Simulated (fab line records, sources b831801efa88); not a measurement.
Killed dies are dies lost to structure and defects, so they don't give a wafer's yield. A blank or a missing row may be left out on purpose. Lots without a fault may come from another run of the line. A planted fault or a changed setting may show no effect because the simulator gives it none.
Chamber matching | flow gf180mcu | GF_PASSIVATION_ETCH_11 on rie_diel-01: 4 sister chambers
The step etches the open film in CF4/O2, stops on TiN, target depth 2040 nm, time 453.3 s. 4 wafers are shown with their chamber, then 8 later ones without.

WAFERS WITH THEIR CHAMBER
wafer  | chamber | drypump_motor_current_A (A)
L085.4 | 0       | 6.3
L089.3 | 2       | 5.4
L089.4 | 3       | 5.8
L093.2 | 1       | 5.3

WAFERS WITHOUT THEIR CHAMBER
wafer  | drypump_motor_current_A (A)
L093.4 | 5.4
L093.6 | 5.3
L095.1 | 5.9
L095.3 | 5.4
L095.4 | 5.9
L097.2 | 6.4
L097.4 | 5.4
L097.5 | 6.3

WHICH CHAMBER EACH WENT THROUGH
wafer  | from the rows above     | in truth
L093.4 | can't be placed: 2 or 1 | 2
L093.6 | can't be placed: 1 or 2 | 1
L095.1 | 3                       | 3
L095.3 | can't be placed: 2 or 1 | 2
L095.4 | 3                       | 3
L097.2 | 0                       | 0
L097.4 | can't be placed: 2 or 1 | 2
L097.5 | 0                       | 0
Placed correctly: 4 of 8. Can't be placed from these rows: 4 (the true chamber is among the candidates in 4). Placed wrongly: 0.
How it was worked out, from the rows above alone: a wafer's distance from a chamber is the root of the sum, over the readings, of the square of ((its reading less the chamber's mean) divided by the reading's scatter). The wafer belongs to the nearest chamber; if the next one is less than 2 further off, it can't be placed. A chamber's mean is the mean of its shown wafers. The scatter: with one shown wafer a chamber, the root of the mean of the squares of how far each hidden wafer lies from its nearest shown one.
